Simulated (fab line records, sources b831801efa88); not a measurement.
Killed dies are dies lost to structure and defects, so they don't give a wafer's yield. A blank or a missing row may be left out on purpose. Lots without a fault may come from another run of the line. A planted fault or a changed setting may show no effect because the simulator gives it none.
One fault seen from 2 desks | flow sky130 | each desk has only its own numbers; what lay behind them comes last

THE METROLOGY DESK
What the gauges read, lot by lot, whatever tool the lot ran on: means of the sampled wafers that have a number. A lot is out of limits, marked OUT, if its mean lies more than 4 standard deviations from the usual mean; the brackets give that distance.
Columns: A = INCOMING_BOW at SKY_FIELD_ISO_BOW_MEAS_00, usual 1 um; B = NWELL_TW at SKY_NWELL_TW_MEAS_15, usual 1844; C = NWELL_RS at SKY_NWELL_RS_MEAS_29, usual 623.5 ohm/sq; D = VT_ADJUST_LVTN_OVL at SKY_VT_ADJUST_LVTN_OVL_MEAS_07, usual -0.8 nm; E = cd_nm at SKY_VT_ADJUST_NCORE_CD_MEAS_07, usual 381.1 nm
lot  | first seen here | A  | B               | C               | D    | E
L435 | day 1 10:00     | 4  | 1842            | 625.0           | -0.2 | 380.1
L436 | day 1 15:04     | -0 | 1845            | 622.7           | -0.7 | 382.8
L437 | day 1 20:02     | 5  | 1838            | 622.9           | -1.0 | 380.4
L438 | day 2 01:04     | -2 | 1868            | 622.1           | -1.7 | 385.0
L439 | day 2 06:01     | 5  | 1864            | 623.1           | -0.8 | 381.3
L445 | day 3 12:01     | -1 | 2035 (+10) OUT  | 539.8 (-52) OUT | -0.4 | 377.4
L447 | day 3 22:02     | -2 | 1987 (+7.5) OUT | 541.9 (-51) OUT | -0.8 | 382.9
L449 | day 4 08:01     | 4  | 1821            | 622.8           | -1.8 | 378.9
L450 | day 4 13:01     | 1  | 1838            | 623.6           | -1.8 | 381.6
L456 | day 5 19:01     | -6 | 1839            | 624.3           | 0.5  | 377.7
L457 | day 6 00:00     | 1  | 1819            | 625.9           | 1.5  | 379.1
L458 | day 6 05:01     | -2 | 1823            | 625.4           | -1.0 | 379.3
This desk's finding: out of limits on L445, L447; first on L445, day 7 00:31 (NWELL_TW at SKY_NWELL_TW_MEAS_15). In limits: L435, L436, L437, L438, L439, L449, L450, L456, L457, L458.

THE TOOL OWNER'S DESK: implanter-01
The tool's own readings at SKY_NWELL_IMPLANT_11: means of the sampled wafers that have a number, for each lot that ran on this tool. A lot is out of limits, marked OUT, if its mean lies more than 4 standard deviations from the usual mean; the brackets give that distance.
Columns: A = beam_on_s at SKY_NWELL_IMPLANT_11, usual 10.01 s; B = dose_ions_cm2 at SKY_NWELL_IMPLANT_11, usual 1.8994e+13; C = faraday_current_uA at SKY_NWELL_IMPLANT_11, usual 107.1
lot  | first seen here | A                | B                            | C
L445 | day 6 23:59     | 10.99 (+4.7) OUT | 2.4757e+13 (+99 or more) OUT | 127.4 (+9.2) OUT
L447 | day 7 11:04     | 10.94 (+4.4) OUT | 2.4759e+13 (+99 or more) OUT | 127.7 (+9.4) OUT
This desk's finding: out of limits on L445, L447; first on L445, day 6 23:59 (beam_on_s at SKY_NWELL_IMPLANT_11). In limits: none.

PUT TOGETHER
The tool owner's desk could have raised an alarm at day 6 23:59, on L445, L447.
The metrology desk could have raised an alarm at day 7 00:31, on L445, L447.
Of the lots named, all ran SKY_NWELL_IMPLANT_11 on implanter-01.

WHAT THE SIMULATOR HAD PUT IN
Process parameter drift: implanter-01, from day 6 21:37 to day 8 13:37, at SKY_NWELL_IMPLANT_11. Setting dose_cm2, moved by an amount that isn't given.
Lots struck among those shown: L445, L447.
Hours from the fault's start to each desk's first reading out of limits: the tool owner's desk, 2; the metrology desk, 3.
